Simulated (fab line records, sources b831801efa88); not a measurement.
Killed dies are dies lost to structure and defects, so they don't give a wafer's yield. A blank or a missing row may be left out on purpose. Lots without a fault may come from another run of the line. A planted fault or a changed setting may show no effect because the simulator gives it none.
Which tool did it? | flow gf180mcu | 6 lots, 18 wafers sampled, at 2 steps of a route of 602

WHAT THE GAUGES READ, wafer by wafer
GF_STI_THK_MEAS_30.
lot  | measured    | on            | STI_OXIDATION_02_THK (nm)
L468 | day 2 12:11 | film_metro-04 | 10.57 10.33 10.29
L470 | day 2 20:56 | film_metro-03 | 9.87 9.97 10.14
L473 | day 3 12:30 | film_metro-02 | 9.72 9.93 9.89
L475 | day 4 01:07 | film_metro-03 | 10.34 10.25 10.29
L480 | day 5 00:53 | film_metro-02 | 7.60 7.34 7.28
L490 | day 7 05:22 | film_metro-02 | 9.88 9.94 9.85

WHICH TOOL RAN EACH LOT (tool, then ch and the chambers of the sampled wafers, then the start)
lot  | GF_STI_OXIDATION_29
L468 | furnace-02 ch 0, day 2 10:47
L470 | furnace-02 ch 0, day 2 19:33
L473 | furnace-01 ch 0, day 3 11:07
L475 | furnace-01 ch 0, day 3 23:43
L480 | furnace-01 ch 0, day 4 23:28
L490 | furnace-02 ch 0, day 7 03:58
- GF_STI_OXIDATION_29: stabilise 600 s, purge 300 s, target thk 10 nm.

THE ANSWER, worked out from the rows above alone
Rule: what is usual is taken from the lots themselves. Put in order of their means at a reading, lots are off if they are a third of the lots or fewer, leave a main group of 4 or more, and stand apart from it by a gap of 3 or more times the standard deviation of the main group's means; of several such gaps the widest counts. A main group whose means are all the same, to the digits that the tables above print for the reading, isn't used. A lot without any number at a reading at which 4 lots or more have one is off too. The other lots that the step has rows for count as sound.
Off: L480, at GF_STI_THK_MEAS_30 (STI_OXIDATION_02_THK). The main group: mean 10.08 nm, standard deviation 0.22.
A tool fits if, at a process step before that reading, it ran every lot that is off, and no sound lot after the first of them. The gauges at GF_STI_THK_MEAS_30 are tried like those tools. One fits: furnace-01 at GF_STI_OXIDATION_29. Its last sound lot is L475 (day 3 23:43), its first lot that is off L480 (day 4 23:28): a fault that began between those two fits.

WHAT THE SIMULATOR HAD PUT IN
Process parameter drift: furnace-01, from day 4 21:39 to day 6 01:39, at GF_STI_OXIDATION_29. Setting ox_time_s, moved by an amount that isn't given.
Lots struck among those shown: L480. The rule above found the same.
